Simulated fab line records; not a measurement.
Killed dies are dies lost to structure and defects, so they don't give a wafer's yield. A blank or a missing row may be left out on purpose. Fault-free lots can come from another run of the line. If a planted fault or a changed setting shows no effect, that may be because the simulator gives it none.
Code-filled problem report in 8D (eight disciplines) form ; flow sky130 ; the parts of the form that need people (team, actions taken, sign-off) are left out

## 1. PROBLEM STATEMENT
At SKY_METAL1_SPUTTER_00, chamber_pressure_pa averages 0.3851 Pa over 2 wafers from 2 lots, while fault-free wafers read 0.4001 Pa, standard deviation 0.00096. Measured from the usual mean, that is -16 standard deviations.
The step: material Ti, target thk 15 nm, time 10 s.
First seen on wafer L612.5, day 35 03:46, on pvd_sputter-03. At this step, 38 wafers from 13 lots have a number in the record. The rule behind "out" and "out of limits": a value lying over 4 standard deviations away from the usual mean. Any other wafer with a number is counted as sound.

## 2. WHAT IT IS AND WHAT IT IS NOT
question;is;is not
which readings at this step;chamber_pressure_pa;throttle_valve_pct
which lots;L612, L614;L602, L603, L604, L606, L607, L608, L613, L622, L623, L624, L625
which wafers of those lots;L612.5, L614.6;L612.3, L614.1, L614.2
read on which tools;pvd_sputter-03;pvd_sputter-01, pvd_sputter-04
when;from day 35 03:46;"up to then (19 sound wafers); but 17 sound wafers of L613, L614, L622, L623, L624, L625 came after"

## 3. SUSPECTS, AND WHAT RULES EACH OUT
Counting: any tool at a process step up to the reading remains a suspect provided it ran every lot that is out. Sound lots after the first of them don't rule it out here, since some wafers of a struck lot are sound.
- pvd_sputter-03 at SKY_METAL1_SPUTTER_00 (material Ti, target thk 15 nm, time 10 s): kept. It ran every lot that is out, first L612 (day 35 03:46); its last sound lot up to then is L606 (day 34 07:39). Out on those wafers are its own readings of chamber_pressure_pa.
The count leaves pvd_sputter-03 at SKY_METAL1_SPUTTER_00.

## 4. THE CAUSE (what the simulator had put in)
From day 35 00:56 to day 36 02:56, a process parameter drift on pvd_sputter-03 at SKY_METAL1_SPUTTER_00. From 0.4, the setting chamber_pressure_pa moved by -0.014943. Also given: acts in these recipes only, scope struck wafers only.
Counting left only this tool.

## 5. THE CHAIN OF EFFECTS, in route order
Each row: a reading where the mean over the struck wafers with a number is more than 3 standard deviations away from the usual. Readings are gone through only where the record gives a usual standard deviation; hours: the median, over the lots, of the time from a lot's start at the first step in this table giving one to that lot's start at this step; sigmas: the change measured in usual standard deviations.
hours;step;reading;usual;on struck wafers;change;sigmas
0;SKY_METAL1_SPUTTER_00;chamber_pressure_pa;0.4001 Pa;0.3851;-0.0151;-16
Its process steps:
- SKY_METAL1_SPUTTER_00: material Ti, target thk 15 nm, time 10 s.
Later measuring or inspecting steps at which every struck wafer that the step has a row for has a number for every such reading, and none has moved that far: SKY_METAL1_CD_MEAS_15.

## 6. WHAT WOULD HAVE CAUGHT IT SOONER
First out-of-limits reading in this record: day 35 03:46, which is 3 hours after fault onset at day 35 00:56.
